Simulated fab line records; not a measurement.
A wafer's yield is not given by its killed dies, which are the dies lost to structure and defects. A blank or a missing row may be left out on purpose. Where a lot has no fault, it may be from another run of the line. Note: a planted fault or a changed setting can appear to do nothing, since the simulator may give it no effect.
A struck lot beside a sound one -- flow sky130 -- 15 steps out of a route of 708
Sound: wafers L672.1, L672.4, L672.5. Wafers L675.1, L675.2, L675.6 were the ones struck. The cause is given at the end.
Per side, at each step with rows, come the tool, then ch with its chambers, and then its first start. Under that, the readings that differ: sound wafers -- struck wafers -- difference of the means -- sigmas: that difference in standard deviations of wafers without a fault.
alike: a reading whose means differ by less than 2 such deviations, as well as words and numbers matching on both sides. not compared: withheld readings; readings where some wafer has no value; bounds like >300 that might hide an equal value; numbers whose values overlap and for which the record gives no deviation.
The two part at a step that has a row with sigmas, a row that says differs or no value, or rows on one side only. Numbers that don't overlap but have no deviation are shown without sigmas and don't part them. Lack of a reading on every wafer of one side parts them only where that side has two or more wafers.

SKY_VIA3_OVL_MEAS_13:
  sound on overlay-02, day 41 12:15; struck on overlay-02, day 42 09:54
  alike: VIA3_OVL
SKY_VIA3_ETCH_14: etches BARC in N2/H2, stops on SiO2, time 45.9 s, target depth 60 nm.
  sound on rieDiel-03 ch 0,1,2, day 41 12:17; struck on rieDiel-02 ch 0,2,3, day 42 09:56
  alike: drypumpMotorCurrentA, oesProductAu, throttleValvePct
  not compared: rfHoursCounterH
SKY_VIA3_ETCH_15: etches SiO2 in C4F8/O2/Ar, stops on TiN, target depth 507 nm, time 78 s.
  sound on rieDiel-03 ch 0,1,2, day 41 12:20; struck on rieDiel-02 ch 0,2,3, day 42 09:59
  alike: oesProductAu
  not compared: rfHoursCounterH
SKY_VIA3_STRIP_16: strips in O2/N2.
  sound on plasmaAsher-03 ch 0,1, day 41 12:23; struck on plasmaAsher-01 ch 0,1, day 42 10:02
  alike: drypumpMotorCurrentA, oesProductAu, stripTimeToEndpointS
  not compared: rfHoursCounterH
then, 3 steps without rows for these wafers: SKY_VIA3_STRIP_17 (strips in post etch residue remover, time 1200 s); SKY_VIA3_CLEAN_18 (cleans in IPA, time 180 s); SKY_VIA3_CLEAN_19 (cleans in O3/DIW).
SKY_VIA3_SPUTTER_20: material TiN, target thk 20 nm, time 80 s.
  sound on pvdSputter-01, day 41 12:59; struck on pvdSputter-04, day 42 10:38
  alike: cathodeDcPowerW, chamberPressurePa, throttleValvePct
then, 1 step without rows for these wafers: SKY_VIA3_CVD_21 (deposits W, target thk 390 nm, time 117.31 s).
SKY_VIA3_RS_MEAS_22: measures by four-point-probe.
  sound on filmMetro-04, day 41 13:10; struck on filmMetro-04, day 42 10:49
  alike: VIA3_W_RS
SKY_VIA3_THK_MEAS_23: measures by xrf.
  sound on filmMetro-04, day 41 13:17; struck on filmMetro-04, day 42 10:56
  alike: VIA3_W_THK
then, 1 step without rows for these wafers: SKY_VIA3_CMP_24 (polishes, stops on SiO2, t overpolish 20 s, target thk 0 nm).
SKY_METAL4_SPUTTER_00: material Ti, target thk 15 nm, time 10 s.
  sound on pvdSputter-02, day 41 13:39; struck on pvdSputter-02, day 42 11:18
  no value came back on the struck wafers for cathodeDcPowerW (W), chamberPressurePa (Pa), throttleValvePct (%); on the sound wafers cathodeDcPowerW (W) reads 3000.5 2998.9 2999.5
SKY_METAL4_SPUTTER_01: material TiN, target thk 20 nm, time 16.7 s.
  sound on pvdSputter-02, day 41 13:40; struck on pvdSputter-02, day 42 11:19
  alike: cathodeDcPowerW, chamberPressurePa, throttleValvePct
-- the record jumps here: 6 days lie between the struck wafers' starts before and after (it left off in module METAL4 and takes up again in module PAD_OPEN, whose first step shown is number 708 of the route) --
SKY_PAD_OPEN_PROBE_99:
  sound on prober-02, day 47 08:02; struck on prober-01, day 48 03:59
reading,sound,struck,difference,sigmas
model.etest.via3Chain.rcOhm,9.372 9.455 9.362,11.5 10.77 10.24,+1.4,
  alike: defectLimitedYield, killed_at_M0_to_M3, killed_at_M4_up, killedAtContacts, killedAtFrontEnd, killedAtOther, killedDies, killedOnRim, killedOpen, killedShort, sort_bin_3_pad_short, sort_bin_5_function, sort_bin_6_memory, sortNPass, sortYieldPct

## WHERE THEY PART
Only at SKY_METAL4_SPUTTER_00, as far as this record shows. Later steps at which nothing parts them and some readings are alike: SKY_METAL4_SPUTTER_01, SKY_PAD_OPEN_PROBE_99.

WHY: what the simulator had put in
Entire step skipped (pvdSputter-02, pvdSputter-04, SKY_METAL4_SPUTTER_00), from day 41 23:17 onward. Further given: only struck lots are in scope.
